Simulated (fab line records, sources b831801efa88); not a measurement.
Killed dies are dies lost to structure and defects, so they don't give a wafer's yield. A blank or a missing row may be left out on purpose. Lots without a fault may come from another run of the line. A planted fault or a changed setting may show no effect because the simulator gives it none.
One fault seen from 2 desks | flow gf180mcu | each desk has only its own numbers; what lay behind them comes last

THE TOOL OWNER'S DESK: pvd_sputter-01
The tool's own readings at GF_MIM_SPUTTER_04 (material TiN, target thk 50 nm, time 41.7 s): means of the sampled wafers that have a number, for each lot that ran on this tool. A lot is out of limits, marked OUT, if its mean lies more than 4 standard deviations from the usual mean; the brackets give that distance.
Columns: A = throttle_valve_pct at GF_MIM_SPUTTER_04, usual 29.7 %
lot  | first seen here | A
L724 | day 28 01:00    | 29.8
L730 | day 29 23:37    | 30.0
L732 | day 30 03:44    | 29.4
This desk's finding: nothing out of limits on any of the 3 lots.

THE METROLOGY DESK
What the gauges read, lot by lot, whatever tool the lot ran on: means of the sampled wafers that have a number. A lot is out of limits, marked OUT, if its mean lies more than 4 standard deviations from the usual mean; the brackets give that distance.
Columns: A = V4_W_RS at GF_V4_RS_MEAS_24, usual 0.328 ohm/sq; B = V4_W_THK at GF_V4_THK_MEAS_25, usual 354 nm; C = MIM_CVD_05_THK at GF_MIM_THK_MEAS_06, usual 42.0 nm; D = MIM_ALCU_RS at GF_MIM_RS_MEAS_10, usual 0.1596 ohm/sq; E = MIM_ALCU_THK at GF_MIM_THK_MEAS_11, usual 199.7 nm; F = cd_nm at GF_M5_CD_MEAS_07, usual 280.0 nm; G = M5_OVL at GF_M5_OVL_MEAS_08, usual 1 nm
lot  | first seen here | A     | B   | C    | D      | E     | F     | G
L724 | day 28 00:22    | 0.327 | 358 | 41.6 | 0.1569 | 202.8 | 280.6 | 2
L727 | day 29 15:11    | 0.332 | 346 | 42.2 | 0.1597 | 198.8 | 278.4 | -3
L730 | day 29 22:59    | 0.327 | 351 | 42.8 | 0.1606 | 199.5 | 282.3 | -6
L732 | day 30 03:07    | 0.326 | 357 | 42.1 | 0.1595 | 200.2 | 279.4 | 7
L733 | day 30 10:01    | 0.324 | 359 | 41.7 | 0.1600 | 199.6 | 280.4 | -3
L734 | day 30 14:45    | 0.326 | 356 | 42.9 | 0.1594 | 200.7 | 278.8 | 9
This desk's finding: nothing out of limits on any of the 6 lots.

PUT TOGETHER
The tool owner's desk saw nothing out of limits.
The metrology desk saw nothing out of limits.

WHAT THE SIMULATOR HAD PUT IN
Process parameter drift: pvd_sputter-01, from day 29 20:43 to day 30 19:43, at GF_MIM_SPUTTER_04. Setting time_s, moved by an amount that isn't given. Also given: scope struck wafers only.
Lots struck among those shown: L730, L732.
